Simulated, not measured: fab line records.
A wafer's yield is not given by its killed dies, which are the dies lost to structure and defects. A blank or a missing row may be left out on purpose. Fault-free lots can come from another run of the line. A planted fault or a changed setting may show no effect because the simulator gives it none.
Which of the tools did it? || flow gf180mcu || 24 lots, 72 wafers sampled, at 4 steps of a route of 602

== WHAT THE GAUGES SHOWED, per wafer ==
GF_M1_OVL_MEAS_15. Usual: for M1_OVL the level is 1 nm and the standard deviation is 5.1.
{"lot": "L074", "measured": "day 16 16:52", "on": "overlay-02", "M1_OVL (nm)": "-3 2 2", "flag": ""}
{"lot": "L075", "measured": "day 16 23:04", "on": "overlay-01", "M1_OVL (nm)": "8 5 6", "flag": ""}
{"lot": "L076", "measured": "day 17 18:30", "on": "overlay-02", "M1_OVL (nm)": "-5 -5 -4", "flag": ""}
{"lot": "L077", "measured": "day 17 22:43", "on": "overlay-02", "M1_OVL (nm)": "0 5 6", "flag": ""}
{"lot": "L078", "measured": "day 18 14:28", "on": "overlay-01", "M1_OVL (nm)": "3 2 1", "flag": ""}
{"lot": "L080", "measured": "day 19 05:40", "on": "overlay-01", "M1_OVL (nm)": "0 0 2", "flag": ""}
{"lot": "L079", "measured": "day 19 06:00", "on": "overlay-01", "M1_OVL (nm)": "8 7 4", "flag": ""}
{"lot": "L081", "measured": "day 20 00:11", "on": "overlay-02", "M1_OVL (nm)": "7 6 6", "flag": ""}
{"lot": "L082", "measured": "day 20 06:41", "on": "overlay-02", "M1_OVL (nm)": "-12 -3 -7", "flag": ""}
{"lot": "L083", "measured": "day 21 05:49", "on": "overlay-02", "M1_OVL (nm)": "5 9 0", "flag": ""}
{"lot": "L085", "measured": "day 21 07:17", "on": "overlay-01", "M1_OVL (nm)": "-4 -12 -5", "flag": ""}
{"lot": "L084", "measured": "day 21 13:18", "on": "overlay-02", "M1_OVL (nm)": "-4 3 6", "flag": ""}
{"lot": "L086", "measured": "day 22 03:46", "on": "overlay-02", "M1_OVL (nm)": "7 3 0", "flag": ""}
{"lot": "L087", "measured": "day 22 04:27", "on": "overlay-02", "M1_OVL (nm)": "-2 -1 -7", "flag": ""}
{"lot": "L088", "measured": "day 22 15:58", "on": "overlay-02", "M1_OVL (nm)": "-5 1 -1", "flag": ""}
{"lot": "L089", "measured": "day 22 21:04", "on": "overlay-02", "M1_OVL (nm)": "4 8 10", "flag": ""}
{"lot": "L090", "measured": "day 23 08:22", "on": "overlay-01", "M1_OVL (nm)": "4 4 0", "flag": ""}
{"lot": "L092", "measured": "day 23 11:55", "on": "overlay-02", "M1_OVL (nm)": "-1 5 -1", "flag": ""}
{"lot": "L091", "measured": "day 23 13:32", "on": "overlay-02", "M1_OVL (nm)": "-6 -3 0", "flag": ""}
{"lot": "L093", "measured": "day 24 00:49", "on": "overlay-02", "M1_OVL (nm)": "-5 -3 -2", "flag": ""}
{"lot": "L094", "measured": "day 24 09:18", "on": "overlay-02", "M1_OVL (nm)": "1 0 4", "flag": ""}
{"lot": "L095", "measured": "day 24 22:33", "on": "overlay-01", "M1_OVL (nm)": "3 4 4", "flag": ""}
{"lot": "L096", "measured": "day 25 00:49", "on": "overlay-02", "M1_OVL (nm)": "6 7 4", "flag": ""}
{"lot": "L097", "measured": "day 25 10:52", "on": "overlay-02", "M1_OVL (nm)": "0 -1 0", "flag": ""}

GF_MIM_THK_MEAS_06. Usual: for MIM_CVD_05_THK the level is 42.0 nm and the standard deviation is 0.57.
{"lot": "L074", "measured": "day 24 02:38", "on": "film_metro-04", "MIM_CVD_05_THK (nm)": "41.0 41.2 41.8", "flag": ""}
{"lot": "L075", "measured": "day 24 08:58", "on": "film_metro-01", "MIM_CVD_05_THK (nm)": "42.1 42.0 42.3", "flag": ""}
{"lot": "L076", "measured": "day 25 04:10", "on": "film_metro-03", "MIM_CVD_05_THK (nm)": "40.7 41.1 41.2", "flag": ""}
{"lot": "L077", "measured": "day 25 07:46", "on": "film_metro-04", "MIM_CVD_05_THK (nm)": "42.3 42.2 42.4", "flag": ""}
{"lot": "L078", "measured": "day 25 18:34", "on": "film_metro-03", "MIM_CVD_05_THK (nm)": "41.0 42.2 41.1", "flag": ""}
{"lot": "L080", "measured": "day 26 09:23", "on": "film_metro-01", "MIM_CVD_05_THK (nm)": "41.3 41.4 42.9", "flag": ""}
{"lot": "L079", "measured": "day 26 11:43", "on": "film_metro-01", "MIM_CVD_05_THK (nm)": "42.5 43.3 42.8", "flag": ""}
{"lot": "L081", "measured": "day 27 02:28", "on": "film_metro-04", "MIM_CVD_05_THK (nm)": "41.4 41.8 41.5", "flag": ""}
{"lot": "L082", "measured": "day 27 07:50", "on": "film_metro-03", "MIM_CVD_05_THK (nm)": "41.1 41.6 41.8", "flag": ""}
{"lot": "L083", "measured": "day 28 02:34", "on": "film_metro-01", "MIM_CVD_05_THK (nm)": "42.1 42.3 42.9", "flag": ""}
{"lot": "L085", "measured": "day 28 02:53", "on": "film_metro-03", "MIM_CVD_05_THK (nm)": "41.8 41.8 42.2", "flag": ""}
{"lot": "L084", "measured": "day 28 10:28", "on": "film_metro-03", "MIM_CVD_05_THK (nm)": "41.5 42.7 42.3", "flag": ""}
{"lot": "L086", "measured": "day 28 22:07", "on": "film_metro-01", "MIM_CVD_05_THK (nm)": "41.5 41.9 41.8", "flag": ""}
{"lot": "L087", "measured": "day 28 21:49", "on": "film_metro-04", "MIM_CVD_05_THK (nm)": "42.7 43.4 42.5", "flag": ""}
{"lot": "L088", "measured": "day 29 06:04", "on": "film_metro-04", "MIM_CVD_05_THK (nm)": "42.4 43.0 42.7", "flag": ""}
{"lot": "L089", "measured": "day 29 09:49", "on": "film_metro-01", "MIM_CVD_05_THK (nm)": "41.9 42.7 42.5", "flag": ""}
{"lot": "L090", "measured": "day 29 19:00", "on": "film_metro-04", "MIM_CVD_05_THK (nm)": "41.3 42.5 42.4", "flag": ""}
{"lot": "L092", "measured": "day 29 23:44", "on": "film_metro-01", "MIM_CVD_05_THK (nm)": "41.3 42.0 41.7", "flag": ""}
{"lot": "L091", "measured": "day 30 00:55", "on": "film_metro-04", "MIM_CVD_05_THK (nm)": "41.2 42.0 42.5", "flag": ""}
{"lot": "L093", "measured": "day 30 09:11", "on": "film_metro-01", "MIM_CVD_05_THK (nm)": "42.2 42.9 42.9", "flag": ""}
{"lot": "L094", "measured": "day 30 17:10", "on": "film_metro-01", "MIM_CVD_05_THK (nm)": "40.9 41.7 41.4", "flag": ""}
{"lot": "L095", "measured": "day 31 03:42", "on": "film_metro-03", "MIM_CVD_05_THK (nm)": "41.9 42.2 43.2", "flag": ""}
{"lot": "L096", "measured": "day 31 06:32", "on": "film_metro-03", "MIM_CVD_05_THK (nm)": "41.1 42.2 41.6", "flag": ""}
{"lot": "L097", "measured": "day 32 01:09", "on": "film_metro-04", "MIM_CVD_05_THK (nm)": "41.8 42.3 42.0", "flag": ""}

== EACH LOT AND THE TOOL THAT RAN IT (in order: tool; ch and the chambers of the sampled wafers; start) ==
{"lot": "L074", "GF_M3_SPUTTER_04": "pvd_sputter-03, day 19 22:28", "GF_M4_SPUTTER_01": "pvd_sputter-04, day 22 01:07"}
{"lot": "L075", "GF_M3_SPUTTER_04": "pvd_sputter-03, day 20 04:43", "GF_M4_SPUTTER_01": "pvd_sputter-03, day 22 07:28"}
{"lot": "L076", "GF_M3_SPUTTER_04": "pvd_sputter-04, day 21 01:58", "GF_M4_SPUTTER_01": "pvd_sputter-03, day 23 03:27"}
{"lot": "L077", "GF_M3_SPUTTER_04": "pvd_sputter-04, day 21 04:46", "GF_M4_SPUTTER_01": "pvd_sputter-04, day 23 07:15"}
{"lot": "L078", "GF_M3_SPUTTER_04": "pvd_sputter-03, day 21 19:22", "GF_M4_SPUTTER_01": "pvd_sputter-01, day 23 20:24"}
{"lot": "L080", "GF_M3_SPUTTER_04": "pvd_sputter-02, day 22 11:43", "GF_M4_SPUTTER_01": "pvd_sputter-01, day 24 12:03"}
{"lot": "L079", "GF_M3_SPUTTER_04": "pvd_sputter-03, day 22 12:40", "GF_M4_SPUTTER_01": "pvd_sputter-04, day 24 13:13"}
{"lot": "L081", "GF_M3_SPUTTER_04": "pvd_sputter-03, day 23 05:13", "GF_M4_SPUTTER_01": "pvd_sputter-01, day 25 05:29"}
{"lot": "L082", "GF_M3_SPUTTER_04": "pvd_sputter-04, day 23 11:19", "GF_M4_SPUTTER_01": "pvd_sputter-04, day 25 10:46"}
{"lot": "L083", "GF_M3_SPUTTER_04": "pvd_sputter-02, day 24 08:58", "GF_M4_SPUTTER_01": "pvd_sputter-03, day 26 07:00"}
{"lot": "L085", "GF_M3_SPUTTER_04": "pvd_sputter-03, day 24 10:33", "GF_M4_SPUTTER_01": "pvd_sputter-01, day 26 07:46"}
{"lot": "L084", "GF_M3_SPUTTER_04": "pvd_sputter-02, day 24 17:41", "GF_M4_SPUTTER_01": "pvd_sputter-03, day 26 15:50"}
{"lot": "L086", "GF_M3_SPUTTER_04": "pvd_sputter-04, day 25 06:31", "GF_M4_SPUTTER_01": "pvd_sputter-03, day 27 03:15"}
{"lot": "L087", "GF_M3_SPUTTER_04": "pvd_sputter-02, day 25 07:04", "GF_M4_SPUTTER_01": "pvd_sputter-04, day 27 03:43"}
{"lot": "L088", "GF_M3_SPUTTER_04": "pvd_sputter-02, day 25 16:59", "GF_M4_SPUTTER_01": "pvd_sputter-04, day 27 12:26"}
{"lot": "L089", "GF_M3_SPUTTER_04": "pvd_sputter-03, day 25 20:05", "GF_M4_SPUTTER_01": "pvd_sputter-03, day 27 15:43"}
{"lot": "L090", "GF_M3_SPUTTER_04": "pvd_sputter-02, day 26 07:32", "GF_M4_SPUTTER_01": "pvd_sputter-01, day 28 02:09"}
{"lot": "L092", "GF_M3_SPUTTER_04": "pvd_sputter-03, day 26 11:17", "GF_M4_SPUTTER_01": "pvd_sputter-04, day 28 06:56"}
{"lot": "L091", "GF_M3_SPUTTER_04": "pvd_sputter-04, day 26 13:01", "GF_M4_SPUTTER_01": "pvd_sputter-04, day 28 08:05"}
{"lot": "L093", "GF_M3_SPUTTER_04": "pvd_sputter-03, day 26 22:37", "GF_M4_SPUTTER_01": "pvd_sputter-01, day 28 16:43"}
{"lot": "L094", "GF_M3_SPUTTER_04": "pvd_sputter-02, day 27 06:06", "GF_M4_SPUTTER_01": "pvd_sputter-01, day 29 00:45"}
{"lot": "L095", "GF_M3_SPUTTER_04": "pvd_sputter-04, day 27 18:31", "GF_M4_SPUTTER_01": "pvd_sputter-03, day 29 11:25"}
{"lot": "L096", "GF_M3_SPUTTER_04": "pvd_sputter-03, day 27 21:06", "GF_M4_SPUTTER_01": "pvd_sputter-03, day 29 14:50"}
{"lot": "L097", "GF_M3_SPUTTER_04": "pvd_sputter-02, day 28 06:10", "GF_M4_SPUTTER_01": "pvd_sputter-01, day 29 23:26"}
- GF_M3_SPUTTER_04: material TiN, target thk 50 nm, time 41.7 s.
- GF_M4_SPUTTER_01: material TiN, target thk 30 nm, time 25 s.

== AS READ BY THE TOOLS THEMSELVES (means over the sampled wafers that have a number; for cases with no such wafer, the mark the record gives instead) ==
GF_M3_SPUTTER_04. Usual: throttle_valve_pct reads 30.2 % (standard deviation 1.2).
{"lot": "L074", "tool": "pvd_sputter-03", "throttle_valve_pct (%)": 30.5, "flag": ""}
{"lot": "L075", "tool": "pvd_sputter-03", "throttle_valve_pct (%)": 29.7, "flag": ""}
{"lot": "L076", "tool": "pvd_sputter-04", "throttle_valve_pct (%)": 30.4, "flag": ""}
{"lot": "L077", "tool": "pvd_sputter-04", "throttle_valve_pct (%)": 30.5, "flag": ""}
{"lot": "L078", "tool": "pvd_sputter-03", "throttle_valve_pct (%)": 30.1, "flag": ""}
{"lot": "L080", "tool": "pvd_sputter-02", "throttle_valve_pct (%)": 31.0, "flag": ""}
{"lot": "L079", "tool": "pvd_sputter-03", "throttle_valve_pct (%)": 29.5, "flag": ""}
{"lot": "L081", "tool": "pvd_sputter-03", "throttle_valve_pct (%)": 30.7, "flag": ""}
{"lot": "L082", "tool": "pvd_sputter-04", "throttle_valve_pct (%)": 30.9, "flag": ""}
{"lot": "L083", "tool": "pvd_sputter-02", "throttle_valve_pct (%)": 29.6, "flag": ""}
{"lot": "L085", "tool": "pvd_sputter-03", "throttle_valve_pct (%)": 30.0, "flag": ""}
{"lot": "L084", "tool": "pvd_sputter-02", "throttle_valve_pct (%)": 30.1, "flag": ""}
{"lot": "L086", "tool": "pvd_sputter-04", "throttle_valve_pct (%)": 30.4, "flag": ""}
{"lot": "L087", "tool": "pvd_sputter-02", "throttle_valve_pct (%)": 28.1, "flag": ""}
{"lot": "L088", "tool": "pvd_sputter-02", "throttle_valve_pct (%)": 29.0, "flag": ""}
{"lot": "L089", "tool": "pvd_sputter-03", "throttle_valve_pct (%)": 30.2, "flag": ""}
{"lot": "L090", "tool": "pvd_sputter-02", "throttle_valve_pct (%)": 30.3, "flag": ""}
{"lot": "L092", "tool": "pvd_sputter-03", "throttle_valve_pct (%)": 30.8, "flag": ""}
{"lot": "L091", "tool": "pvd_sputter-04", "throttle_valve_pct (%)": 30.5, "flag": ""}
{"lot": "L093", "tool": "pvd_sputter-03", "throttle_valve_pct (%)": 30.2, "flag": ""}
{"lot": "L094", "tool": "pvd_sputter-02", "throttle_valve_pct (%)": 29.6, "flag": ""}
{"lot": "L095", "tool": "pvd_sputter-04", "throttle_valve_pct (%)": 31.4, "flag": ""}
{"lot": "L096", "tool": "pvd_sputter-03", "throttle_valve_pct (%)": 30.4, "flag": ""}
{"lot": "L097", "tool": "pvd_sputter-02", "throttle_valve_pct (%)": 30.9, "flag": ""}

GF_M4_SPUTTER_01. Usual: throttle_valve_pct reads 30.6 % (standard deviation 0.79).
{"lot": "L074", "tool": "pvd_sputter-04", "throttle_valve_pct (%)": 30.5, "flag": ""}
{"lot": "L075", "tool": "pvd_sputter-03", "throttle_valve_pct (%)": 29.8, "flag": ""}
{"lot": "L076", "tool": "pvd_sputter-03", "throttle_valve_pct (%)": 30.2, "flag": ""}
{"lot": "L077", "tool": "pvd_sputter-04", "throttle_valve_pct (%)": 30.6, "flag": ""}
{"lot": "L078", "tool": "pvd_sputter-01", "throttle_valve_pct (%)": 31.4, "flag": ""}
{"lot": "L080", "tool": "pvd_sputter-01", "throttle_valve_pct (%)": 31.2, "flag": ""}
{"lot": "L079", "tool": "pvd_sputter-04", "throttle_valve_pct (%)": 31.3, "flag": ""}
{"lot": "L081", "tool": "pvd_sputter-01", "throttle_valve_pct (%)": 31.1, "flag": ""}
{"lot": "L082", "tool": "pvd_sputter-04", "throttle_valve_pct (%)": 31.1, "flag": ""}
{"lot": "L083", "tool": "pvd_sputter-03", "throttle_valve_pct (%)": 30.5, "flag": ""}
{"lot": "L085", "tool": "pvd_sputter-01", "throttle_valve_pct (%)": 30.8, "flag": ""}
{"lot": "L084", "tool": "pvd_sputter-03", "throttle_valve_pct (%)": 30.1, "flag": ""}
{"lot": "L086", "tool": "pvd_sputter-03", "throttle_valve_pct (%)": 30.2, "flag": ""}
{"lot": "L087", "tool": "pvd_sputter-04", "throttle_valve_pct (%)": 31.0, "flag": ""}
{"lot": "L088", "tool": "pvd_sputter-04", "throttle_valve_pct (%)": 30.5, "flag": ""}
{"lot": "L089", "tool": "pvd_sputter-03", "throttle_valve_pct (%)": 29.7, "flag": ""}
{"lot": "L090", "tool": "pvd_sputter-01", "throttle_valve_pct (%)": 31.4, "flag": ""}
{"lot": "L092", "tool": "pvd_sputter-04", "throttle_valve_pct (%)": 30.9, "flag": ""}
{"lot": "L091", "tool": "pvd_sputter-04", "throttle_valve_pct (%)": 30.8, "flag": ""}
{"lot": "L093", "tool": "pvd_sputter-01", "throttle_valve_pct (%)": 31.1, "flag": ""}
{"lot": "L094", "tool": "pvd_sputter-01", "throttle_valve_pct (%)": 30.8, "flag": ""}
{"lot": "L095", "tool": "pvd_sputter-03", "throttle_valve_pct (%)": 30.6, "flag": ""}
{"lot": "L096", "tool": "pvd_sputter-03", "throttle_valve_pct (%)": 30.7, "flag": ""}
{"lot": "L097", "tool": "pvd_sputter-01", "throttle_valve_pct (%)": 31.0, "flag": ""}

== THE ANSWER, worked out from the rows above alone ==
Rule: a lot counts as off when the mean over its wafers that have a number is more than 3 standard deviations away from the usual mean. Also off: a lot with no number at a reading for which 4 or more lots have one. All remaining lots with rows at the step are treated as sound. Order of review: gauges by route order, followed by the tools' own readings, for which a lot's mean as printed above is used. The first step at which some lot is off is used, and at that step the reading that is off furthest; a lot without a number counts as furthest.
Across all readings shown, no lot is off: no conclusion can be drawn from this.

== WHAT THE SIMULATOR PUT IN ==
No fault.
